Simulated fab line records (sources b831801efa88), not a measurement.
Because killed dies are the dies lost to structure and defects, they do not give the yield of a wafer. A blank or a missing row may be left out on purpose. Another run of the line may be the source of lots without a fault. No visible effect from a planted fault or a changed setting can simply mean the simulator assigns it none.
A struck lot beside a sound one + flow gf180mcu + 23 out of 602 route steps
Sound: these wafers, L268.2, L268.3, L268.4. Wafers L277.2, L277.3, L277.6 were the ones struck. Last of all comes the cause.
At each step with rows: each side's tool, then ch and its chambers, then its first start. Under that, the readings that differ: sound wafers + struck wafers + difference of the means + sigmas: that difference in standard deviations of wafers without a fault.
alike: readings with means less than 2 such deviations apart, plus words and numbers identical on both sides. not compared: withheld readings, readings lacking a value on some wafer, bounds such as >300 that could conceal the same value, and numbers that have no deviation in the record and whose values overlap.
Wherever a step has rows on one side only, a row that says differs or no value, or a row with sigmas, the two part there. Numbers that have no deviation but don't overlap get no sigmas and don't part them. A reading missing from all wafers of one side parts the sides only when that side holds two or more wafers.

first, 2 steps without rows for these wafers: GF_HV_LDD_PEB_29; GF_HV_LDD_DEVELOP_30 (develop time 60 s).
GF_HV_LDD_CD_MEAS_31: the cd target is 400 nm.
  struck on cd sem-02, day 17 13:48; sound on cd sem-02, day 14 13:04
  alike: cd nm
GF_HV_LDD_OVL_MEAS_32:
  struck on overlay-02, day 17 13:55; sound on overlay-01, day 14 13:11
  alike: HV_LDD_02_OVL
then, 4 steps without rows for these wafers: GF_HV_LDD_IMPLANT_33; GF_HV_LDD_IMPLANT_34; GF_HV_LDD_IMPLANT_35; GF_HV_LDD_IMPLANT_36.
GF_HV_LDD_STRIP_37: strips in O2/N2.
  sound on plasma asher-04 ch 0,1, day 14 13:49; struck on plasma asher-04 ch 0,1, day 17 14:32
  alike: drypump motor current A, heater power w, o2 flow sccm, oes product au, strip time to endpoint s
  not compared: rf hours counter h
GF_HV_LDD_TW_MEAS_38:
  struck on film metro-04, day 17 14:39; sound on film metro-04, day 14 13:55
  alike: HV_LDD_3_TW
then, 2 steps without rows for these wafers: GF_HV_LDD_DEHYDRATE_39 (time 60 s); GF_HV_LDD_HMDS_40 (prime time 60 s).
GF_HV_LDD_COAT_41: resist thk 1000 nm.
  sound on litho track-02 ch 0, day 15 00:05; struck on litho track-04 ch 0, day 18 02:44
| reading                                     | sound                | struck               | difference | sigmas      |
|---------------------------------------------|----------------------|----------------------|------------|-------------|
| spin speed rpm (rpm)                        | 2998.6 2996.8 2999.9 | 2120.0 2122.5 2121.2 | -877.2     | -99 or more |
| model.NOVOLAK_of_HV_LDD_COAT_41.thk nm (nm) | 1002 1001 1001       | 1191 1190 1194       | +190       |             |
  alike: resist line temp C
then, 3 steps without rows for these wafers: GF_HV_LDD_SOFTBAKE_42 (time 60 s); GF_HV_LDD_EXPOSE_43 (exposes mask Pplus HV AREA, target cd 400 nm); GF_HV_LDD_PEB_44.
GF_HV_LDD_DEVELOP_45: develop time 60 s.
  sound on litho track-03 ch 0, day 15 11:10; struck on litho track-02 ch 0, day 18 14:59
| reading                                     | sound          | struck         | difference | sigmas |
|---------------------------------------------|----------------|----------------|------------|--------|
| model.NOVOLAK_of_HV_LDD_COAT_41.thk nm (nm) | 1001 1001 1000 | 1191 1190 1193 | +191       |        |
  alike: resist line temp C
GF_HV_LDD_CD_MEAS_46: the cd target is 400 nm.
  struck on cd sem-02, day 18 15:14; sound on cd sem-01, day 15 11:18
| reading    | sound             | struck            | difference | sigmas |
|------------|-------------------|-------------------|------------|--------|
| cd nm (nm) | 403.6 402.4 401.5 | 380.6 380.2 381.5 | -21.7      | -11    |
GF_HV_LDD_OVL_MEAS_47:
  struck on overlay-01, day 18 15:20; sound on overlay-01, day 15 11:25
  alike: HV_LDD_03_OVL
next, for these wafers, 1 step has no rows: GF_HV_LDD_IMPLANT_48.
GF_HV_LDD_STRIP_49: strips in O2/N2.
  sound on plasma asher-02 ch 0,1, day 15 11:35; struck on plasma asher-04 ch 0,1, day 18 15:31
| reading                      | sound             | struck            | difference | sigmas |
|------------------------------|-------------------|-------------------|------------|--------|
| strip time to endpoint s (s) | 12.64 12.65 12.64 | 14.75 14.73 14.77 | +2.11      | +68    |
  alike: drypump motor current A, heater power w, o2 flow sccm, oes product au
  not compared: rf hours counter h
GF_HV_LDD_TW_MEAS_50:
  struck on film metro-02, day 18 15:38; sound on film metro-01, day 15 11:42
  alike: HV_LDD_4_TW
-- a jump in the record: the struck wafers' starts before and after are 16 days apart (it breaks off in module HV_LDD and resumes in module PASSIVATION, where the first step shown is number 602 of the route) --
GF_PASSIVATION_PROBE_99:
  record: rows for the struck wafers here (prober-02, day 34 09:57), none for the sound ones

## WHERE THEY PART
Last at GF_PASSIVATION_PROBE_99 as far as this record goes, first at GF_HV_LDD_COAT_41.

WHY: the cause the simulator had injected
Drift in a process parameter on litho track-04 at GF_HV_LDD_COAT_41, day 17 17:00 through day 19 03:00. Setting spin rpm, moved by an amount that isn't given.
